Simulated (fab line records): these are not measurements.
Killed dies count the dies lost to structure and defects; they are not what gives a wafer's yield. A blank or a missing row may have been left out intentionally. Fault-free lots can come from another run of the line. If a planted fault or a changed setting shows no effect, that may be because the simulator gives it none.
Check of tool commonality	flow sky130	14 lots, 42 wafers sampled

== WHY THIS WAS OPENED ==
2 of 14 lots carry a flag on the reading LDD_HVN_TW at SKY_LDD_HVN_TW_MEAS_10. Fault-free wafers read 1444, with a standard deviation of 11.
Rule: a lot is flagged when every wafer of it that has a number lies more than 4 standard deviations from that mean, or none has a number. As for the other lots, they are considered sound.

lot	measured	on	LDD_HVN_TW, wafer by wafer	flag
L624	day 20 16:45	film-metro-01	1436 1442 1439	
L626	day 22 08:29	film-metro-03	1422 1429 1425	
L627	day 22 09:11	film-metro-02	1462 1463 1461	
L629	day 22 10:23	film-metro-01	1432 1429 1438	
L631	day 23 07:20	film-metro-01	1442 1434 1431	
L632	day 23 14:37	film-metro-01	1439 1446 1442	
L634	day 24 05:25	film-metro-02	1467 1454 1464	
L633	day 24 06:20	film-metro-02	1469 1461 1462	
L635	day 24 18:42	film-metro-01	1434 1432 1436	
L638	day 26 06:46	film-metro-03	1454 1445 1447	
L636	day 26 07:56	film-metro-01	245 239 242	FLAGGED
L639	day 26 10:03	film-metro-02	242 243 243	FLAGGED
L645	day 27 23:21	film-metro-02	1459 1460 1454	
L646	day 28 05:42	film-metro-03	1442 1443 1445	
The numbers of the flagged lots are 242 on average: -1202 against the usual, or -99 or more standard deviations.

== EACH LOT AND THE TOOL IT RAN ON ==
The record holds 1 process step before the reading, out of a route of 708 steps. In each cell: the tool, then ch and the chambers that the sampled wafers went through, then the start.
lot	flag	SKY_LDD_HVN_DEVELOP_06
L624		litho-track-03 ch 0, day 20 16:19
L626		litho-track-02 ch 0, day 22 08:02
L627		litho-track-03 ch 0, day 22 08:45
L629		litho-track-03 ch 0, day 22 09:57
L631		litho-track-03 ch 0, day 23 06:54
L632		litho-track-02 ch 0, day 23 14:11
L634		litho-track-03 ch 0, day 24 05:01
L633		litho-track-03 ch 0, day 24 05:54
L635		litho-track-02 ch 0, day 24 18:16
L638		litho-track-02 ch 0, day 26 06:20
L636	FLAGGED	litho-track-03 ch 0, day 26 07:30
L639	FLAGGED	litho-track-03 ch 0, day 26 09:37
L645		litho-track-02 ch 0, day 27 22:56
L646		litho-track-02 ch 0, day 28 05:16
What these steps do:
- SKY_LDD_HVN_DEVELOP_06: develop time 60 s.
- SKY_LDD_HVN_TW_MEAS_10

== FLAGGED AGAINST TOTAL, ONE TOOL AT A TIME (gauges that did the reading follow at the end) ==
step	tool	lots run	flagged	share of the flagged lots	sound lots run after its first flagged lot
SKY_LDD_HVN_DEVELOP_06	litho-track-02	6	0	none	-
SKY_LDD_HVN_DEVELOP_06	litho-track-03	8	2	all	0
SKY_LDD_HVN_TW_MEAS_10	film-metro-01	6	1	some	0
SKY_LDD_HVN_TW_MEAS_10	film-metro-02	5	1	some	1 (L645)
SKY_LDD_HVN_TW_MEAS_10	film-metro-03	3	0	none	-

== THE TABLE: WHAT IT ALLOWS ==
All flagged lots share 1 row of the table, namely litho-track-03 at SKY_LDD_HVN_DEVELOP_06.
- litho-track-03 at SKY_LDD_HVN_DEVELOP_06 ran 8 lots, 2 of them flagged. Its last sound lot is L633 (day 24 05:54), its first flagged lot L636 (day 26 07:30): a fault that began between those two fits.
What remains is a single tool, litho-track-03 at SKY_LDD_HVN_DEVELOP_06.

== WHAT THE SIMULATOR HAD INSERTED ==
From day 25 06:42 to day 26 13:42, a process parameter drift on litho-track-03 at SKY_LDD_HVN_DEVELOP_06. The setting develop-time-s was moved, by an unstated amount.
Shown lots that were struck: L636, L639. This agrees with what the rule above found.
